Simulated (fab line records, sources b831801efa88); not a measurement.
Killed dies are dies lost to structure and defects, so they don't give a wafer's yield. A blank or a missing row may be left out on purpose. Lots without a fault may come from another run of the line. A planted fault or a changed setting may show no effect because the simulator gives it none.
fab line records | flow sky130
record lots=5 wafers=15 last_day=50
route steps=708 shown METAL2@490 VIA2@507
lots that met no fault: from a run of the same line without faults
start_h: hours from the record's first day to the start of the lot's first wafer shown | wait_h: hours since the lot's step before | " the same as in the row above | L1.1+2: a row that stands for several wafers | - no value, or no start given | * or withheld: withheld | < > ~ a bound
route shown NAME@n: a module of which the file shows steps, and the number in the route of the first | usual: mean/standard deviation of fault-free wafers | same: alike in all rows | chamber/n: place in a boat | sites: the reading at each site | _std_site: their standard deviation | _edge_site: outer sites' mean less inner sites' | radius_mm: how far each site lies from the wafer's centre | mask NAME#n: copy n | behind: the tool/chamber that last shaped the wafer | hold: why the lot was held/for how many hours/how that ended | device: the transistor (n, p or np) that didn't switch | end of line: the same wafers' tests at the end of the route | a step without rows: its recipe alone | killed: dies lost to structure and defects at the first sort, not the wafer's yield | map: a wafer's dies, x killed, . not, _ none there
set.NAME: the setting as run; set.NAME@STEP: as run at that earlier step | model.NAME: the simulator's own value behind a step, which no gauge read
lots at some steps of the route; a table a step, a row a wafer
services: from which hour (start_h, from the record's first day; less than 0 if before it) a tool's chamber was out of use, for how many hours, and why
## steps
# step SKY_METAL2_DEHYDRATE_07
# recipe temp_c=200 time_s=60
# columns lot.wafer tool chamber start_h wait_h
L078.1+2+6 litho_track-01 0 861.89 12.7
L079.3+5+6 litho_track-03 0 865.51 12.9
L085.2+3+5 litho_track-04 0 914.03 11.7
L088.1+4+6 litho_track-01 0 931.64 12.2
L093.1+3+6 litho_track-03 0 965.86 11.6
# step SKY_METAL2_HMDS_08
# recipe prime_time_s=60 prime_temp_c=120
# columns lot.wafer tool chamber start_h wait_h
L078.1+2+6 litho_track-01 0 862.04 0.1
L079.3+5+6 litho_track-03 0 865.66 0.1
L085.2+3+5 litho_track-04 0 914.18 0.1
L088.1+4+6 litho_track-01 0 931.79 0.1
L093.1+3+6 litho_track-03 0 966.01 0.1
# step SKY_METAL2_COAT_09
# recipe resist=BARC temp_c=withheld time_s=withheld spin_rpm=3000 resist_thk_nm=60
# usual dispense_pressure_kPa=48.3/2.4 spin_speed_rpm=3000.4/1.8
# columns lot.wafer tool chamber start_h wait_h dispense_pressure_kPa spin_speed_rpm
L078.1 litho_track-01 0 862.19 0.1 49.6 3001.3
L078.2 " 0 " " 49.6 3003.4
L078.6 " 0 " " 49.6 2998.0
L079.3 litho_track-03 0 865.81 0.1 45.1 3003.0
L079.5 " 0 " " 45.0 3003.4
L079.6 " 0 " " 45.1 3002.6
L085.2 litho_track-04 0 914.33 0.1 51.3 3002.6
L085.3 " 0 " " 51.4 2997.9
L085.5 " 0 " " 51.3 3000.4
L088.1 litho_track-01 0 931.94 0.1 49.6 2999.8
L088.4 " 0 " " 49.5 2998.8
L088.6 " 0 " " 49.6 3002.0
L093.1 litho_track-03 0 966.16 0.1 45.1 2998.2
L093.3 " 0 " " 45.0 2997.5
L093.6 " 0 " " 45.0 2999.6
# step SKY_METAL2_COAT_10
# recipe resist=KrF-thick spin_rpm=3000 resist_thk_nm=450
# usual dispense_pressure_kPa=48.3/2.4 spin_speed_rpm=3000.0/1.9
# columns lot.wafer tool chamber start_h wait_h dispense_pressure_kPa spin_speed_rpm
L078.1 litho_track-01 0 - - 49.5 2998.4
L078.2 " 0 " " 49.6 3003.4
L078.6 " 0 " " 49.6 3001.8
L079.3 litho_track-03 0 - - 45.1 2997.5
L079.5 " 0 " " 45.1 2999.0
L079.6 " 0 " " 45.1 3001.0
L085.2 litho_track-04 0 - - 51.4 2999.9
L085.3 " 0 " " 51.4 3004.4
L085.5 " 0 " " 51.4 3000.0
L088.1 litho_track-01 0 - - 49.6 2998.9
L088.4 " 0 " " 49.6 2999.6
L088.6 " 0 " " 49.6 3001.4
L093.1 litho_track-03 0 - - 45.0 3002.3
L093.3 " 0 " " 45.0 3003.9
L093.6 " 0 " " 45.0 3000.7
# step SKY_METAL2_SOFTBAKE_11
# recipe temp_c=100 time_s=90 resist=KrF-thick
# columns lot.wafer tool chamber start_h wait_h
L078.1+2+6 litho_track-01 0 - -
L079.3+5+6 litho_track-03 0 - -
L085.2+3+5 litho_track-04 0 - -
L088.1+4+6 litho_track-01 0 - -
L093.1+3+6 litho_track-03 0 - -
# step SKY_METAL2_EXPOSE_12
# recipe mask_id=MM2 na=0.8 source_shape=annular sigma_inner=0.55 sigma_outer=0.85 target_cd_nm=140 dose_mj=28
# same sigma_inner=0.55
# columns lot.wafer tool chamber start_h wait_h mask
L078.1+2+6 krf_scanner-01 0 - - MM2#0
L079.3+5+6 krf_scanner-01 0 - - MM2#0
L085.2+3+5 krf_scanner-02 0 - - MM2#0
L088.1+4+6 krf_scanner-02 0 - - MM2#0
L093.1+3+6 krf_scanner-01 0 - - MM2#0
# step SKY_METAL2_PEB_13
# recipe peb_temp_c=withheld peb_time_s=withheld resist=KrF-thick
# columns lot.wafer tool chamber start_h wait_h
L078.1+2+6 litho_track-04 0 - -
L079.3+5+6 litho_track-01 0 - -
L085.2+3+5 litho_track-04 0 - -
L088.1+4+6 litho_track-01 0 - -
L093.1+3+6 litho_track-04 0 - -
# step SKY_METAL2_DEVELOP_14
# recipe develop_time_s=60 resist=KrF-thick dev_temp_c=21
# columns lot.wafer tool chamber start_h wait_h
L078.1+2+6 litho_track-04 0 - -
L079.3+5+6 litho_track-01 0 - -
L085.2+3+5 litho_track-04 0 - -
L088.1+4+6 litho_track-01 0 - -
L093.1+3+6 litho_track-04 0 - -
# step SKY_METAL2_CD_MEAS_15
# recipe target_cd_nm=140
# usual cd_nm=139.6/1.4
# columns lot.wafer tool chamber start_h wait_h cd_nm
L078.1 cd_sem-02 - 875.91 - 138.2
L078.2 " - " " 139.6
L078.6 " - " " 140.7
L079.3 cd_sem-02 - 879.58 - 139.9
L079.5 " - " " 139.5
L079.6 " - " " 141.6
L085.2 cd_sem-02 - 927.03 - 138.0
L085.3 " - " " 136.7
L085.5 " - " " 137.4
L088.1 cd_sem-02 - 944.59 - 139.7
L088.4 " - " " 140.1
L088.6 " - " " 140.3
L093.1 cd_sem-01 - 979.51 - 140.7
L093.3 " - " " 139.7
L093.6 " - " " 140.3
# step SKY_METAL2_OVL_MEAS_16
# usual METAL2_OVL=-3/7.2
# columns lot.wafer tool chamber start_h wait_h METAL2_OVL[nm]
L078.1 overlay-02 - 876.03 0.1 -2
L078.2 " - " " -3
L078.6 " - " " 0
L079.3 overlay-02 - 879.67 0.1 12
L079.5 " - " " 10
L079.6 " - " " 17
L085.2 overlay-02 - 927.13 0.1 -10
L085.3 " - " " -5
L085.5 " - " " -3
L088.1 overlay-02 - 944.71 0.1 -5
L088.4 " - " " -6
L088.6 " - " " -8
L093.1 overlay-01 - 979.63 0.1 3
L093.3 " - " " -2
L093.6 " - " " 17
# step SKY_METAL2_DESCUM_17
# recipe chemistry=O2 source_power_w=150 bias_power_w=0 pressure_mtorr=10 temp_c=40 time_s=8
# usual drypump_motor_current_A=5.6/0.54 oes_product_au=1.002/0.01
# columns lot.wafer tool chamber start_h wait_h drypump_motor_current_A oes_product_au rf_hours_counter_h
L078.1 rie_metal-04 1 876.06 0.0 5.2 1.003 6
L078.2 " 0 " " 6.4 1.008 5
L078.6 " 1 " " 5.2 1.008 -
L079.3 rie_metal-03 0 879.71 0.0 5.1 1.001 -
L079.5 " 1 " " 6.1 1.001 -
L079.6 " 0 " " 5.1 1.003 -
L085.2 rie_metal-03 0 927.16 0.0 5.1 1.009 15
L085.3 " 1 " " 6.1 1.007 -
L085.5 " 1 " " 6.1 1.011 -
L088.1 rie_metal-01 0 944.75 0.0 5.6 1.024 12
L088.4 " 0 " " 5.6 1.016 -
L088.6 " 1 " " 5.0 1.017 -
L093.1 rie_metal-04 0 979.66 0.0 6.4 1.010 10
L093.3 " 1 " " 5.2 0.979 -
L093.6 " 0 " " 6.4 0.998 -
# step SKY_METAL2_ETCH_18
# recipe chemistry=N2/H2 target=BARC ion_energy_ev=200 bias_w=100 pressure_mtorr=30 n2_flow_sccm=100 h2_flow_sccm=200 icp_w=500 stop_on=SiO2 time_s=45.9 target_depth_a=600
# usual drypump_motor_current_A=5.6/0.53 oes_product_au=0.855/0.0053 throttle_valve_pct=13.225/0.009
# columns lot.wafer tool chamber start_h wait_h drypump_motor_current_A oes_product_au rf_hours_counter_h throttle_valve_pct
L078.1 rie_metal-04 1 876.09 0.0 5.2 0.859 6 13.225
L078.2 " 0 " " 6.4 0.855 5 13.218
L078.6 " 1 " " 5.2 0.856 - 13.245
L079.3 rie_metal-03 0 879.75 0.0 5.1 0.855 - 13.224
L079.5 " 1 " " 6.1 0.852 - 13.214
L079.6 " 0 " " 5.1 0.853 - 13.223
L085.2 rie_metal-03 0 927.20 0.0 5.1 0.858 15 13.232
L085.3 " 1 " " 6.1 0.854 - 13.227
L085.5 " 1 " " 6.1 0.856 - 13.228
L088.1 rie_metal-01 0 944.78 0.0 5.7 0.853 12 13.216
L088.4 " 0 " " 5.7 0.856 - 13.217
L088.6 " 1 " " 5.0 0.854 - 13.232
L093.1 rie_metal-04 0 979.70 0.0 6.4 0.855 10 13.213
L093.3 " 1 " " 5.2 0.858 - 13.223
L093.6 " 0 " " 6.4 0.853 - 13.223
# step SKY_METAL2_METAL_ETCH_19
# recipe target_depth_a=3600 stop_on=SiO2 over_etch_frac=0.3 time_s=74.83 chemistry=Cl2/BCl3 resist_sidewall_deg=88 pressure_mtorr=10 icp_w=900 bias_w=48.5 Cl2_flow_sccm=60 bcl3_flow_sccm=30
# usual drypump_motor_current_A=5.6/0.53 oes_product_au=0.874/0.006 throttle_valve_pct=22.264/0.0074
# columns lot.wafer tool chamber start_h wait_h drypump_motor_current_A oes_product_au rf_hours_counter_h throttle_valve_pct
L078.1 rie_metal-04 1 876.16 0.0 5.2 0.875 6 22.263
L078.2 " 0 " " 6.4 0.868 5 22.255
L078.6 " 1 " " 5.2 0.883 - 22.281
L079.3 rie_metal-03 0 879.82 0.1 5.1 0.876 - 22.272
L079.5 " 1 " " 6.0 0.873 - 22.260
L079.6 " 0 " " 5.1 0.884 - 22.259
L085.2 rie_metal-03 0 927.26 0.0 5.1 0.875 15 22.266
L085.3 " 1 " " 6.1 0.870 - 22.263
L085.5 " 1 " " 6.1 0.878 - 22.264
L088.1 rie_metal-01 0 944.84 0.0 5.6 0.864 12 22.250
L088.4 " 0 " " 5.6 0.876 - 22.264
L088.6 " 1 " " 5.0 0.867 - 22.274
L093.1 rie_metal-04 0 979.76 0.0 6.4 0.866 10 22.270
L093.3 " 1 " " 5.2 0.875 - 22.257
L093.6 " 0 " " 6.4 0.869 - 22.271
# step SKY_METAL2_STRIP_20
# recipe chemistry=O2/N2 power_w=1400 pressure_mtorr=1500 platen_temp_c=withheld o2_flow_sccm=3000 n2_flow_sccm=300 overash_fraction=0.5
# usual drypump_motor_current_A=5.6/0.33 oes_product_au=0.347/0.0047 strip_time_to_endpoint_s=2.79/0.051
# columns lot.wafer tool chamber start_h wait_h drypump_motor_current_A oes_product_au rf_hours_counter_h strip_time_to_endpoint_s
L078.1 plasma_asher-04 1 876.25 0.1 5.9 0.352 42 2.86
L078.2 " 0 " " 5.2 0.354 42 2.79
L078.6 " 0 " " 5.2 0.352 - 2.87
L079.3 plasma_asher-04 1 879.91 0.1 5.8 0.349 - 2.80
L079.5 " 1 " " 5.8 0.350 - 2.81
L079.6 " 0 " " 5.2 0.349 - 2.80
L085.2 plasma_asher-02 1 927.35 0.1 5.6 0.349 111 2.77
L085.3 " 0 " " 6.1 0.352 - 2.75
L085.5 " 0 " " 6.1 0.352 - 2.77
L088.1 plasma_asher-04 1 944.93 0.1 5.8 0.344 49 2.72
L088.4 " 1 " " 5.9 0.342 - 2.70
L088.6 " 1 " " 5.8 0.346 - 2.72
L093.1 plasma_asher-02 0 979.85 0.1 6.1 0.347 117 2.73
L093.3 " 1 " " 5.6 0.350 - 2.85
L093.6 " 0 " " 6.2 0.353 - 2.78
# step SKY_METAL2_STRIP_21
# recipe chemistry=post_etch_residue_remover time_s=1200 temp_c=72.5
# columns lot.wafer tool chamber start_h wait_h
L078.1+2+6 wet_bench-04 2 876.35 0.1
L079.3+5+6 wet_bench-03 0 879.98 0.0
L085.2+3+5 wet_bench-03 3 927.45 0.1
L088.1+4+6 wet_bench-02 0 945.03 0.1
L093.1+3+6 wet_bench-02 1 979.95 0.1
# step SKY_METAL2_CLEAN_22
# recipe chemistry=IPA time_s=180 temp_c=25
# columns lot.wafer tool chamber start_h wait_h
L078.1+2+6 wet_bench-02 3 876.72 0.0
L079.3+5+6 wet_bench-04 2 880.35 0.0
L085.2+3+5 wet_bench-04 3 927.82 0.0
L088.1+4+6 wet_bench-04 3 945.40 0.0
L093.1+3+6 wet_bench-02 0 980.29 0.0
# step SKY_METAL2_CLEAN_23
# recipe chemistry=O3/DIW dry=n2_spin
# columns lot.wafer tool chamber start_h wait_h
L078.1+2+6 wet_bench-04 1 876.78 0.0
L079.3+5+6 wet_bench-02 1 880.42 0.0
L085.2+3+5 wet_bench-02 3 927.88 0.0
L088.1+4+6 wet_bench-03 3 945.47 0.0
L093.1+3+6 wet_bench-02 1 980.35 0.0
# step SKY_VIA2_HDPCVD_00
# recipe material=SiO2 target_thk_nm=1180 sigma_open_frac=0.3 time_s=196.7 temp_c=400 sih4_flow_sccm=60 pressure_mtorr=6
# usual pressure_mtorr=5.999/0.012
# columns lot.wafer tool chamber start_h wait_h pressure_mtorr
L078.1 hdpcvd-01 0 876.88 0.0 5.986
L078.2 " 1 " " 5.994
L078.6 " 1 " " 6.003
L079.3 hdpcvd-02 2 880.51 0.0 5.996
L079.5 " 1 " " 6.001
L079.6 " 0 " " 5.993
L085.2 hdpcvd-01 1 927.97 0.0 6.006
L085.3 " 2 " " 6.013
L085.5 " 2 " " 6.006
L088.1 hdpcvd-01 1 945.57 0.0 5.975
L088.4 " 0 " " 5.995
L088.6 " 1 " " 6.015
L093.1 hdpcvd-01 2 980.44 0.0 5.988
L093.3 " 1 " " 6.017
L093.6 " 2 " " 5.989
# step SKY_VIA2_THK_MEAS_01
# recipe reads=SiO2_of_VIA2_HDPCVD_00
# usual VIA2_HDPCVD_THK=1176/11
# columns lot.wafer tool chamber start_h wait_h VIA2_HDPCVD_THK[nm]
L078.1 film_metro-04 - 877.01 0.1 1176
L078.2 " - " " 1173
L078.6 " - " " 1159
L079.3 film_metro-01 - 880.65 0.1 1180
L079.5 " - " " 1164
L079.6 " - " " 1155
L085.2 film_metro-02 - 928.11 0.1 1168
L085.3 " - " " 1169
L085.5 " - " " 1174
L088.1 film_metro-02 - 945.69 0.1 1176
L088.4 " - " " 1188
L088.6 " - " " 1175
L093.1 film_metro-02 - 980.57 0.1 1180
L093.3 " - " " 1162
L093.6 " - " " 1190
# step SKY_VIA2_CMP_02
# recipe material=SiO2 down_force_psi=4 platen_rpm=60 pad_velocity_m_s=0.94248
# usual motor_current_A=12.1/1.1
# columns lot.wafer tool chamber start_h wait_h motor_current_A
L078.2 cmp-01 1 877.15 0.1 11.0
L078.1 " 0 " " 11.5
L078.6 " 1 " " 10.6
L079.3 cmp-02 1 880.74 0.1 11.6
L079.6 " 0 " " 13.0
L079.5 " 1 " " 12.2
L085.3 cmp-02 3 928.74 0.6 12.3
L085.2 " 0 " " 12.9
L085.5 " 1 " " 11.8
L088.1 cmp-02 0 945.80 0.1 12.9
L088.4 " 2 " " 11.3
L088.6 " 3 " " 11.8
L093.1 cmp-01 1 980.63 0.1 10.6
L093.3 " 2 " " 13.8
L093.6 " 1 " " 11.6
# step SKY_VIA2_BOW_MEAS_03
# recipe mode=bow
# usual VIA2_BOW=86/7.6
# columns lot.wafer tool chamber start_h wait_h VIA2_BOW[um]
L078.1 film_metro-02 - 877.45 0.1 84
L078.2 " - " " 75
L078.6 " - " " 82
L079.3 film_metro-01 - 881.03 0.2 66
L079.5 " - " " 79
L079.6 " - " " 80
L085.2 film_metro-02 - 928.96 0.1 69
L085.3 " - " " 86
L085.5 " - " " 73
L088.1 film_metro-01 - 946.05 0.2 95
L088.4 " - " " 99
L088.6 " - " " 92
L093.1 film_metro-04 - 980.93 0.2 101
L093.3 " - " " 81
L093.6 " - " " 92
# step SKY_VIA2_DEHYDRATE_04
# recipe temp_c=200 time_s=60
# columns lot.wafer tool chamber start_h wait_h
L078.1+2+6 litho_track-02 0 889.72 12.2
L079.3+5+6 litho_track-02 0 893.77 12.7
L085.2+3+5 litho_track-02 0 940.39 11.4
L088.1+4+6 litho_track-04 0 957.81 11.7
L093.1+3+6 litho_track-02 0 991.97 11.0
# step SKY_VIA2_HMDS_05
# recipe prime_time_s=60 prime_temp_c=120
# columns lot.wafer tool chamber start_h wait_h
L078.1+2+6 litho_track-02 0 889.87 0.1
L079.3+5+6 litho_track-02 0 893.92 0.1
L085.2+3+5 litho_track-02 0 940.54 0.1
L088.1+4+6 litho_track-04 0 957.96 0.1
L093.1+3+6 litho_track-02 0 992.12 0.1
# step SKY_VIA2_COAT_06
# recipe resist=BARC temp_c=withheld time_s=withheld spin_rpm=3000 resist_thk_nm=60
# usual dispense_pressure_kPa=48/3.5 spin_speed_rpm=3000.1/1.8
# columns lot.wafer tool chamber start_h wait_h dispense_pressure_kPa spin_speed_rpm
L078.1 litho_track-02 0 890.02 0.1 44 3000.9
L078.2 " 0 " " 44 2998.3
L078.6 " 0 " " 44 2998.6
L079.3 litho_track-02 0 894.07 0.1 44 3005.5
L079.5 " 0 " " 44 3003.3
L079.6 " 0 " " 44 3001.9
L085.2 litho_track-02 0 940.69 0.1 44 3003.1
L085.3 " 0 " " 44 2998.3
L085.5 " 0 " " 44 2999.1
L088.1 litho_track-04 0 958.11 0.1 51 2997.4
L088.4 " 0 " " 51 3001.1
L088.6 " 0 " " 51 3000.2
L093.1 litho_track-02 0 992.27 0.1 44 3000.7
L093.3 " 0 " " 44 2999.6
L093.6 " 0 " " 44 3001.4
# step SKY_VIA2_COAT_07
# recipe resist=KrF-thick spin_rpm=3000 resist_thk_nm=450
# usual dispense_pressure_kPa=48/3.5 spin_speed_rpm=3000.0/2
# columns lot.wafer tool chamber start_h wait_h dispense_pressure_kPa spin_speed_rpm
L078.1 litho_track-02 0 - - 44 2997.5
L078.2 " 0 " " 44 2999.3
L078.6 " 0 " " 44 2997.2
L079.3 litho_track-02 0 - - 44 3000.7
L079.5 " 0 " " 44 2998.9
L079.6 " 0 " " 44 2995.6
L085.2 litho_track-02 0 - - 44 2998.6
L085.3 " 0 " " 44 3000.4
L085.5 " 0 " " 44 3001.5
L088.1 litho_track-04 0 - - 51 2999.7
L088.4 " 0 " " 51 3001.1
L088.6 " 0 " " 51 3002.6
L093.1 litho_track-02 0 - - 44 2998.5
L093.3 " 0 " " 44 2996.1
L093.6 " 0 " " 44 2997.9
# step SKY_VIA2_SOFTBAKE_08
# recipe temp_c=100 time_s=90 resist=KrF-thick
# columns lot.wafer tool chamber start_h wait_h
L078.1+2+6 litho_track-02 0 - -
L079.3+5+6 litho_track-02 0 - -
L085.2+3+5 litho_track-02 0 - -
L088.1+4+6 litho_track-04 0 - -
L093.1+3+6 litho_track-02 0 - -
# step SKY_VIA2_EXPOSE_09
# recipe mask_id=VIM2 na=0.8 source_shape=annular sigma_inner=0.55 sigma_outer=0.85 target_cd_nm=200 dose_mj=38
# same sigma_inner=0.55
# columns lot.wafer tool chamber start_h wait_h mask
L078.1+2+6 krf_scanner-01 0 - - VIM2#0
L079.3+5+6 krf_scanner-01 0 - - VIM2#0
L085.2+3+5 krf_scanner-02 0 - - VIM2#0
L088.1+4+6 krf_scanner-02 0 - - VIM2#0
L093.1+3+6 krf_scanner-02 0 - - VIM2#0
# step SKY_VIA2_PEB_10
# recipe peb_temp_c=withheld peb_time_s=withheld resist=KrF-thick
# columns lot.wafer tool chamber start_h wait_h
L078.1+2+6 litho_track-04 0 - -
L079.3+5+6 litho_track-02 0 - -
L085.2+3+5 litho_track-01 0 - -
L088.1+4+6 litho_track-04 0 - -
L093.1+3+6 litho_track-01 0 - -
# step SKY_VIA2_DEVELOP_11
# recipe develop_time_s=60 resist=KrF-thick dev_temp_c=20.52
# columns lot.wafer tool chamber start_h wait_h
L078.1+2+6 litho_track-04 0 - -
L079.3+5+6 litho_track-02 0 - -
L085.2+3+5 litho_track-01 0 - -
L088.1+4+6 litho_track-04 0 - -
L093.1+3+6 litho_track-01 0 - -
## services
# columns tool chamber start_h hours kind
krf_scanner-01 - 845.14 1.3 pm
krf_scanner-01 - 867.67 2.4 repair
wet_bench-03 - 907.46 3.6 repair
hdpcvd-02 - 921.70 2.8 pm
krf_scanner-01 - 925.99 0.8 pm
cmp-01 - 927.16 4.0 pm
krf_scanner-02 0 939.97 - calibration
hdpcvd-02 0 942.88 4.7 repair
krf_scanner-02 - 950.02 0.8 pm
hdpcvd-01 - 950.25 15.0 pm
hdpcvd-01 0 950.25 15.0 vent_cycle
hdpcvd-01 1 950.25 15.0 vent_cycle
plasma_asher-02 - 950.56 2.8 pm
krf_scanner-01 - 954.51 4.4 pm
krf_scanner-01 0 961.04 - calibration
rie_metal-03 1 965.13 6.2 repair
krf_scanner-02 - 971.88 1.3 pm
cmp-02 - 973.31 0.6 repair
cmp-02 - 976.40 17.1 pm
rie_metal-01 1 979.85 15.7 repair
krf_scanner-01 - 989.66 1.0 pm
hdpcvd-02 1 990.12 5.0 repair
krf_scanner-02 - 1001.18 3.6 pm
krf_scanner-02 - 1004.73 1.0 pm
## key
fault none
